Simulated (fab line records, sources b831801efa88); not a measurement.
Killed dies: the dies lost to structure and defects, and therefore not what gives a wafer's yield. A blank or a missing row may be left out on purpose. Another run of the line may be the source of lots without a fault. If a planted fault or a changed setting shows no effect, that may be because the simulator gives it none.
Matching of chambers ; flow sky130 ; 3 sister chambers for SKY_VIA1_HDPCVD_00 on hdpcvd-02
The step deposits SiO2, target thk 1030 nm, time 171.7 s. 6 wafers are shown with their chamber, then 6 later ones without.

EACH WAFER AND ITS CHAMBER
wafer;chamber;run-length-s (s);pressure-mtorr (mTorr)
L448.2;0;199.1;6.002
L451.4;2;199.8;6.007
L451.5;0;198.8;6.015
L451.6;1;199.4;5.993
L452.2;1;199.4;5.983
L452.3;2;199.5;6.006

WAFERS WITH NO CHAMBER GIVEN
wafer;run-length-s (s);pressure-mtorr (mTorr)
L452.6;199.4;6.012
L453.3;199.6;6.003
L453.4;199.7;5.998
L453.5;199.1;6.025
L454.5;199.5;6.003
L459.6;199.8;5.998

WHICH CHAMBER EACH WENT THROUGH
wafer;from the rows above;in truth
L452.6;can't be placed: 2 or 0 or 1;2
L453.3;can't be placed: 2 or 1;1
L453.4;can't be placed: 2 or 1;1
L453.5;can't be placed: 0 or 2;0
L454.5;can't be placed: 2 or 1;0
L459.6;can't be placed: 2 or 1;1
Correct placement for 0 of the 6. Unplaceable from these rows: 6, with the true chamber sitting among the candidates in 5. Number placed wrongly: 0.
How it was worked out, from the rows above alone: a wafer's distance from a chamber is the root of the sum, over the readings, of the square of ((its reading less the chamber's mean) divided by the reading's scatter). If the next closest chamber is less than 2 further off than the closest, the wafer can't be placed; otherwise it belongs to the closest. Each chamber's mean is taken over the wafers shown for it. How the scatter is found: for the shown wafers, subtract from each reading the mean of its chamber, square and add these, divide the total by (wafers less chambers), then take the root.
